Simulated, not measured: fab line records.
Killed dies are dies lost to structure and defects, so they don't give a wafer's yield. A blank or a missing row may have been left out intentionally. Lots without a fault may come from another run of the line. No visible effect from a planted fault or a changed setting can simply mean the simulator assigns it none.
fab line records | flow sky130
record: lots: 11 | wafers: 33 | lastDay: 50
route steps=708 shown VT_ADJUST_NCORE@129 VT_ADJUST_HVTR@138 SONOS_TUNNEL@163 SONOS_ONO@183
lots that met no fault: from a run of the same line without faults
startH: hours from the record's first day to the start of the lot's first wafer shown | waitH: hours since the lot's step before | " same as the row above | L1.1+2: one row covering several wafers at once | - no value, or no start was given | * or withheld: withheld | < > ~ a bound
route shown NAME@n: NAME is a module with steps in the file, n the number in the route of the first one | usual: the fault-free wafers' mean and standard deviation | same: alike in all rows | chamber/n: place in a boat | sites: the reading at each site | _std_site: their standard deviation | _edge_site: inner sites' mean taken away from outer sites' mean | radiusMm: for every site, how far away it sits from the centre of the wafer | mask NAME#n: copy n | behind: the tool/chamber that last shaped the wafer | hold: why the lot was held/for how many hours/how that ended | device: which transistor (n, p or np) failed to switch | end of line: at the end of the route, the tests of the same wafers | a step without rows: its recipe alone | killed: dies lost to structure and defects at the first sort, not the wafer's yield | map: shows each die of a wafer: x if killed, . if not, _ if none is there
set.NAME: the run value of the setting; set.NAME@STEP: its run value at that earlier step | model.NAME: the simulator's own value behind a step, which no gauge read
route steps across a sampled set of lots; one table per step, one row per wafer
services: a tool's chamber out of use, with start hour (startH, from the record's first day; less than 0 if before it), hours out, and reason
== steps ==
step: SKY_VT_ADJUST_NCORE_STRIP_10
recipe: chemistry: O2/N2 | powerW: 1400 | pressureMtorr: 1500 | platenTempC: withheld | o2FlowSccm: 3000 | n2FlowSccm: 300 | overashFraction: 0.5
usual: chamberPressureMTorr: 1499.9/1.5 | drypumpMotorCurrentA: 5.6/0.5 | oesProductAu: 0.716/0.0043 | stripTimeToEndpointS: 14.14/0.036
lot.wafer | tool           | chamber | startH | waitH | chamberPressureMTorr | drypumpMotorCurrentA | oesProductAu | rfHoursCounterH | stripTimeToEndpointS
L815.2    | plasmaAsher-01 | 0       | 185.27 | 0.1   | 1498.4               | 5.8                  | 0.714        | 6               | 14.12
L815.3    | "              | 1       | "      | "     | 1499.7               | 4.9                  | 0.714        | -               | 14.15
L815.6    | "              | 0       | "      | "     | 1501.5               | 5.8                  | 0.721        | -               | 14.11
L817.1    | plasmaAsher-01 | 0       | 201.77 | 0.1   | 1500.2               | 5.8                  | 0.710        | 8               | 14.18
L817.2    | "              | 1       | "      | "     | 1499.5               | 4.9                  | 0.716        | 8               | 14.12
L817.4    | "              | 1       | "      | "     | 1500.3               | 4.9                  | 0.717        | -               | 14.18
L820.1    | plasmaAsher-01 | 1       | 220.22 | 0.1   | 1502.5               | 4.9                  | 0.718        | 10              | 14.20
L820.3    | "              | 0       | "      | "     | 1498.5               | 5.8                  | 0.715        | -               | 14.16
L820.5    | "              | 1       | "      | "     | 1501.9               | 4.9                  | 0.707        | -               | 14.18
L821.1    | plasmaAsher-04 | 0       | 230.02 | 0.1   | 1496.8               | 5.7                  | 0.712        | 43              | 14.22
L821.2    | "              | 1       | "      | "     | 1500.9               | 6.4                  | 0.721        | 43              | 14.16
L821.3    | "              | 0       | "      | "     | 1500.2               | 5.8                  | 0.715        | -               | 14.20
L824.2    | plasmaAsher-01 | 0       | 248.42 | 0.1   | 1502.1               | 5.8                  | 0.716        | 12              | 14.09
L824.3    | "              | 0       | "      | "     | 1498.5               | 5.8                  | 0.712        | -               | 14.15
L824.6    | "              | 0       | "      | "     | 1499.5               | 5.8                  | 0.719        | -               | 14.14
L828.1    | plasmaAsher-01 | 1       | 278.17 | 0.1   | 1499.3               | 4.9                  | 0.718        | 15              | 14.11
L828.4    | "              | 1       | "      | "     | 1498.6               | 4.9                  | 0.711        | -               | 14.14
L828.6    | "              | 0       | "      | "     | 1498.0               | 5.8                  | 0.716        | -               | 14.15
L829.2    | plasmaAsher-04 | 1       | 290.17 | 0.1   | 1499.8               | 6.4                  | 0.716        | 49              | 14.11
L829.5    | "              | 0       | "      | "     | 1500.7               | 5.7                  | 0.711        | -               | 14.12
L829.6    | "              | 1       | "      | "     | 1500.9               | 6.4                  | 0.714        | -               | 14.15
L831.1    | plasmaAsher-01 | 1       | 297.77 | 0.1   | 1501.7               | 4.9                  | 0.723        | 17              | 14.16
L831.2    | "              | 0       | "      | "     | 1501.6               | 5.8                  | 0.712        | 17              | 14.10
L831.5    | "              | 1       | "      | "     | 1497.9               | 4.9                  | 0.720        | -               | 14.14
L835.3    | plasmaAsher-01 | 1       | 330.35 | 0.1   | 1498.8               | 4.9                  | 0.709        | -               | 14.11
L835.5    | "              | 1       | "      | "     | 1500.8               | 4.9                  | 0.719        | -               | 14.14
L835.6    | "              | 0       | "      | "     | 1498.7               | 5.8                  | 0.712        | -               | 14.15
L836.3    | plasmaAsher-04 | 0       | 343.11 | 0.1   | 1499.7               | 5.8                  | 0.715        | -               | 14.20
L836.4    | "              | 1       | "      | "     | 1500.3               | 6.3                  | 0.721        | -               | 14.11
L836.5    | "              | 1       | "      | "     | 1501.8               | 6.3                  | 0.720        | -               | 14.16
L837.2    | plasmaAsher-01 | 1       | 345.29 | 0.1   | 1501.5               | 4.9                  | 0.714        | 23              | 14.12
L837.3    | "              | 0       | "      | "     | 1498.5               | 5.8                  | 0.726        | -               | 14.11
L837.4    | "              | 1       | "      | "     | 1501.5               | 4.9                  | 0.716        | -               | 14.14
step: SKY_VT_ADJUST_HVTR_CD_MEAS_07
recipe: targetCdNm: 380
usual: cdNm: 380.9/2.6
lot.wafer | tool     | chamber | startH | waitH | cdNm
L815.2    | cdSem-01 | -       | 205.09 | 0.1   | 382.7
L815.3    | "        | -       | "      | "     | 380.9
L815.6    | "        | -       | "      | "     | 380.7
L817.1    | cdSem-02 | -       | 223.12 | 0.1   | 379.8
L817.2    | "        | -       | "      | "     | 378.1
L817.4    | "        | -       | "      | "     | 378.7
L820.1    | cdSem-02 | -       | 241.27 | 0.1   | 379.6
L820.3    | "        | -       | "      | "     | 380.2
L820.5    | "        | -       | "      | "     | 380.1
L821.1    | cdSem-02 | -       | 252.63 | 0.1   | 381.1
L821.2    | "        | -       | "      | "     | 378.8
L821.3    | "        | -       | "      | "     | 380.0
L824.2    | cdSem-01 | -       | 272.49 | 0.1   | 380.5
L824.3    | "        | -       | "      | "     | 379.1
L824.6    | "        | -       | "      | "     | 378.7
L828.1    | cdSem-02 | -       | 303.77 | 0.1   | 380.7
L828.4    | "        | -       | "      | "     | 377.8
L828.6    | "        | -       | "      | "     | 379.4
L829.2    | cdSem-01 | -       | 316.33 | 0.1   | 383.7
L829.5    | "        | -       | "      | "     | 380.0
L829.6    | "        | -       | "      | "     | 382.4
L831.1    | cdSem-01 | -       | 323.46 | 0.1   | 383.5
L831.2    | "        | -       | "      | "     | 382.6
L831.5    | "        | -       | "      | "     | 383.1
L835.3    | cdSem-02 | -       | 358.11 | 0.1   | 383.6
L835.5    | "        | -       | "      | "     | 383.0
L835.6    | "        | -       | "      | "     | 381.3
L836.3    | cdSem-01 | -       | 371.85 | 0.1   | 380.5
L836.4    | "        | -       | "      | "     | 382.6
L836.5    | "        | -       | "      | "     | 383.5
L837.2    | cdSem-01 | -       | 373.14 | 0.1   | 377.5
L837.3    | "        | -       | "      | "     | 378.9
L837.4    | "        | -       | "      | "     | 380.2
step: SKY_SONOS_TUNNEL_IMPLANT_09
recipe: species: B | energyKev: 20 | doseCm2: 1e+12 | tiltDeg: withheld
usual: doseIonsCm2: 9.999e+11/1.1e+09 | faradayCurrentUA: 5.64/0.11
lot.wafer | tool         | chamber | startH | waitH | doseIonsCm2 | faradayCurrentUA
L815.2    | implanter-01 | 0       | 248.89 | 0.0   | 9.992e+11   | 5.70
L815.3    | "            | 0       | "      | "     | 9.978e+11   | 5.85
L815.6    | "            | 0       | "      | "     | 9.994e+11   | 5.67
L817.1    | implanter-02 | 0       | 270.32 | 0.0   | 9.998e+11   | 5.71
L817.2    | "            | 0       | "      | "     | 1.0012e+12  | 5.54
L817.4    | "            | 0       | "      | "     | 1.0014e+12  | 5.75
L820.1    | implanter-01 | 0       | 290.28 | 0.0   | 9.993e+11   | 5.61
L820.3    | "            | 0       | "      | "     | 1.0002e+12  | 5.82
L820.5    | "            | 0       | "      | "     | 1.0017e+12  | 5.69
L821.1    | implanter-01 | 0       | 303.07 | 0.0   | 1.0005e+12  | 5.96
L821.2    | "            | 0       | "      | "     | 9.982e+11   | 5.67
L821.3    | "            | 0       | "      | "     | 9.987e+11   | 5.64
L824.2    | implanter-01 | 0       | 323.79 | 0.0   | 1.0001e+12  | 5.50
L824.3    | "            | 0       | "      | "     | 1.0008e+12  | 5.65
L824.6    | "            | 0       | "      | "     | 9.996e+11   | 5.64
L828.1    | implanter-01 | 0       | 359.27 | 0.0   | 4.005e+11   | 2.24
L828.4    | "            | 0       | "      | "     | 4.002e+11   | 2.27
L828.6    | "            | 0       | "      | "     | 4e+11       | 2.27
L829.2    | implanter-01 | 0       | 372.14 | 0.0   | 3.995e+11   | 2.24
L829.5    | "            | 0       | "      | "     | 4.003e+11   | 2.27
L829.6    | "            | 0       | "      | "     | 3.98e+11    | 2.22
L831.1    | implanter-01 | 0       | 379.07 | 0.0   | 4.004e+11   | 2.22
L831.2    | "            | 0       | "      | "     | 3.995e+11   | 2.26
L831.5    | "            | 0       | "      | "     | 4.006e+11   | 2.27
L835.3    | implanter-02 | 0       | 417.68 | 0.1   | 9.998e+11   | 5.60
L835.5    | "            | 0       | "      | "     | 9.989e+11   | 5.54
L835.6    | "            | 0       | "      | "     | 9.991e+11   | 5.58
L836.3    | implanter-02 | 0       | 431.77 | 0.1   | 9.991e+11   | 5.60
L836.4    | "            | 0       | "      | "     | 1.0001e+12  | 5.65
L836.5    | "            | 0       | "      | "     | 9.992e+11   | 5.56
L837.2    | implanter-02 | 0       | 433.40 | 0.0   | 1.0004e+12  | 5.88
L837.3    | "            | 0       | "      | "     | 1.0012e+12  | 5.69
L837.4    | "            | 0       | "      | "     | 1.0012e+12  | 5.61
step: SKY_SONOS_TUNNEL_TW_MEAS_12
usual: SONOS_TUNNEL_TW: 197.4/0.91
lot.wafer | tool         | chamber | startH | waitH | SONOS_TUNNEL_TW
L815.2    | filmMetro-02 | -       | 249.39 | 0.0   | 197.2
L815.3    | "            | -       | "      | "     | 196.9
L815.6    | "            | -       | "      | "     | 196.9
L817.1    | filmMetro-02 | -       | 270.73 | 0.0   | 197.8
L817.2    | "            | -       | "      | "     | 196.3
L817.4    | "            | -       | "      | "     | 195.8
L820.1    | filmMetro-04 | -       | 290.70 | 0.0   | 198.6
L820.3    | "            | -       | "      | "     | 197.5
L820.5    | "            | -       | "      | "     | 198.0
L821.1    | filmMetro-04 | -       | 303.49 | 0.0   | 197.6
L821.2    | "            | -       | "      | "     | 197.7
L821.3    | "            | -       | "      | "     | 197.3
L824.2    | filmMetro-04 | -       | 324.20 | 0.0   | 196.8
L824.3    | "            | -       | "      | "     | 196.1
L824.6    | "            | -       | "      | "     | 197.6
L828.1    | filmMetro-01 | -       | 359.68 | 0.0   | 155.5
L828.4    | "            | -       | "      | "     | 154.5
L828.6    | "            | -       | "      | "     | 154.9
L829.2    | filmMetro-02 | -       | 372.56 | 0.0   | 152.5
L829.5    | "            | -       | "      | "     | 152.0
L829.6    | "            | -       | "      | "     | 152.4
L831.1    | filmMetro-01 | -       | 379.49 | 0.0   | 155.6
L831.2    | "            | -       | "      | "     | 155.2
L831.5    | "            | -       | "      | "     | 154.9
L835.3    | filmMetro-04 | -       | 418.16 | 0.0   | 198.5
L835.5    | "            | -       | "      | "     | 197.1
L835.6    | "            | -       | "      | "     | 197.4
L836.3    | filmMetro-02 | -       | 432.18 | 0.0   | 195.9
L836.4    | "            | -       | "      | "     | 197.3
L836.5    | "            | -       | "      | "     | 196.1
L837.2    | filmMetro-02 | -       | 433.83 | 0.0   | 197.3
L837.3    | "            | -       | "      | "     | 196.8
L837.4    | "            | -       | "      | "     | 196.5
step: SKY_SONOS_ONO_ETCH_15
recipe: targetDepthNm: 19.52 | chemistry: CHF3/O2 | sourceW: 600 | biasW: 200 | pressureMtorr: 40 | chf3FlowSccm: 50 | O2_flow_sccm: 5 | timeS: 7.8
usual: O2_flow_sccm: 4.998/0.013 | chamberPressureMTorr: 40.00/0.036 | drypumpMotorCurrentA: 5.7/0.37 | oesProductAu: 0.994/0.013 | throttleValvePct: 8.823/0.01
lot.wafer | tool       | chamber | startH | waitH | O2_flow_sccm | chamberPressureMTorr | drypumpMotorCurrentA | oesProductAu | rfHoursCounterH | throttleValvePct
L815.2    | rieDiel-03 | 0       | 281.12 | 0.0   | 4.996        | 39.97                | 6.0                  | 0.999        | 62              | 8.826
L815.3    | "          | 2       | "      | "     | 4.998        | 40.03                | 5.6                  | 1.025        | 72              | 8.818
L815.6    | "          | 1       | "      | "     | 4.987        | 39.96                | 6.0                  | 0.992        | -               | 8.830
L817.1    | rieDiel-03 | 1       | 304.02 | 0.0   | 5.004        | 39.96                | 6.0                  | 0.982        | 3               | 8.816
L817.2    | "          | 0       | "      | "     | 4.994        | 39.97                | 6.0                  | 1.001        | 63              | 8.840
L817.4    | "          | 2       | "      | "     | 4.982        | 40.05                | 5.6                  | 1.015        | -               | 8.817
L820.1    | rieDiel-03 | 0       | 322.52 | 0.0   | 5.019        | 40.03                | 6.0                  | 0.998        | 63              | 8.823
L820.3    | "          | 1       | "      | "     | 4.989        | 39.98                | 6.0                  | 0.988        | 3               | 8.803
L820.5    | "          | 2       | "      | "     | 5.000        | 39.96                | 5.6                  | 1.030        | -               | 8.811
L821.1    | rieDiel-04 | 0       | 334.42 | 0.0   | 4.981        | 40.08                | 5.5                  | 0.994        | 8               | 8.825
L821.2    | "          | 1       | "      | "     | 5.003        | 40.05                | 4.9                  | 0.999        | 64              | 8.835
L821.3    | "          | 2       | "      | "     | 5.003        | 40.05                | 6.0                  | 0.988        | 80              | 8.821
L824.2    | rieDiel-03 | 0       | 358.34 | 0.0   | 4.999        | 40.00                | 6.0                  | 0.997        | 64              | 8.827
L824.3    | "          | 2       | "      | "     | 4.972        | 40.00                | 5.6                  | 1.016        | 73              | 8.834
L824.6    | "          | 2       | "      | "     | 4.988        | 39.98                | 5.6                  | 1.011        | -               | 8.822
L828.1    | rieDiel-02 | 1       | 391.27 | 0.0   | 4.998        | 40.04                | 5.1                  | 1.020        | 92              | 8.844
L828.4    | "          | 2       | "      | "     | 4.995        | 40.00                | 5.2                  | 0.995        | 5               | 8.819
L828.6    | "          | 1       | "      | "     | 4.980        | 40.02                | 5.1                  | 1.017        | -               | 8.825
L829.2    | rieDiel-03 | 2       | 407.32 | 0.0   | 5.015        | 40.01                | 5.6                  | 1.016        | 74              | 8.829
L829.5    | "          | 3       | "      | "     | 4.976        | 39.98                | 5.9                  | 0.990        | -               | 8.825
L829.6    | "          | 0       | "      | "     | 5.010        | 40.06                | 6.0                  | 1.008        | -               | 8.819
L831.1    | rieDiel-02 | 3       | 412.77 | 0.0   | 4.988        | 39.99                | 6.2                  | 0.979        | 8               | 8.824
L831.2    | "          | 1       | "      | "     | 4.988        | 40.02                | 5.1                  | 1.008        | 93              | 8.837
L831.5    | "          | 0       | "      | "     | 4.994        | 40.03                | 5.5                  | 0.978        | -               | 8.817
L835.3    | rieDiel-04 | 1       | 455.46 | 0.0   | 4.991        | 39.97                | 5.0                  | 0.999        | 66              | 8.833
L835.5    | "          | 1       | "      | "     | 5.005        | 39.98                | 5.0                  | 0.992        | -               | 8.813
L835.6    | "          | 2       | "      | "     | 4.997        | 39.94                | 5.9                  | 0.991        | -               | 8.816
L836.3    | rieDiel-03 | 1       | 467.22 | 0.0   | 4.982        | 40.01                | 5.9                  | 0.985        | 5               | 8.808
L836.4    | "          | 3       | "      | "     | 4.987        | 40.00                | 5.9                  | 0.993        | 3               | 8.805
L836.5    | "          | 0       | "      | "     | 5.005        | 39.95                | 6.0                  | 0.996        | -               | 8.819
L837.2    | rieDiel-03 | 2       | 470.66 | 0.0   | 4.996        | 40.00                | 5.6                  | 1.009        | 75              | 8.813
L837.3    | "          | 1       | "      | "     | 4.998        | 39.93                | 6.0                  | 0.992        | 6               | 8.831
L837.4    | "          | 3       | "      | "     | 5.001        | 40.00                | 5.9                  | 0.979        | 3               | 8.810
== services ==
tool           | chamber | startH | hours | kind
rieDiel-03     | 1       | 164.74 | 4.4   | repair
rieDiel-03     | 2       | 172.23 | 3.8   | repair
rieDiel-02     | 1       | 176.37 | 3.5   | repair
implanter-01   | -       | 198.07 | 14.4  | repair
implanter-01   | -       | 203.25 | 1.9   | repair
rieDiel-03     | -       | 205.59 | 2.2   | repair
rieDiel-03     | 0       | 210.10 | 2.0   | repair
plasmaAsher-04 | -       | 225.61 | 1.2   | repair
implanter-02   | -       | 246.95 | 2.9   | repair
rieDiel-02     | 2       | 269.64 | 5.9   | repair
plasmaAsher-04 | -       | 269.71 | 2.5   | repair
rieDiel-03     | 3       | 269.82 | 43.1  | repair
rieDiel-04     | 2       | 273.54 | 3.2   | repair
implanter-01   | -       | 280.02 | 3.6   | repair
rieDiel-02     | 3       | 322.65 | 4.2   | repair
plasmaAsher-01 | -       | 336.10 | 2.2   | repair
implanter-01   | -       | 372.58 | 3.1   | repair
implanter-02   | -       | 373.86 | 8.3   | repair
plasmaAsher-04 | -       | 405.11 | 67.0  | repair
implanter-01   | -       | 431.40 | 3.5   | repair
implanter-01   | -       | 440.16 | 14.6  | pm
implanter-02   | -       | 455.24 | 3.4   | repair
plasmaAsher-04 | -       | 461.91 | 2.1   | repair
implanter-01   | -       | 465.05 | 4.0   | pm
== key ==
firstSign: step: SKY_SONOS_TUNNEL_IMPLANT_09 | reading: doseIonsCm2 | direction: down | sigmas: 99+ | usual: * | struck: *
effect: step: SKY_SONOS_TUNNEL_IMPLANT_09 | reading: faradayCurrentUA | direction: down | sigmas: 32 | usual: 5.64 | struck: 2.25
effect: step: SKY_SONOS_TUNNEL_TW_MEAS_12 | reading: SONOS_TUNNEL_TW | direction: down | sigmas: 47 | usual: 197.4 | struck: 154.2
metAt SKY_SONOS_TUNNEL_IMPLANT_09
struckLots L828,L829,L831
testerLeftOut L828,L829,L831
notActingAt SKY_VT_ADJUST_NCORE_STRIP_10,SKY_VT_ADJUST_HVTR_CD_MEAS_07,SKY_SONOS_ONO_ETCH_15
onsetBetween 323.79 359.27
fault: kind: processParameterDrift | tool: implanter-01 | chamber: - | onsetH: 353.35 | steps: SKY_SONOS_TUNNEL_IMPLANT_09 | channel: doseCm2 | offset: * | shape: step | endH: 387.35 | actsIn: * | stated: *
testerLeftOut: of these lots the tester's yield and bins aren't shown, on N5 and GAA mostly nor the transistor test; their killed dies are dies lost to structure and defects alone, not to doping, threshold or leakage, so they don't give the yield
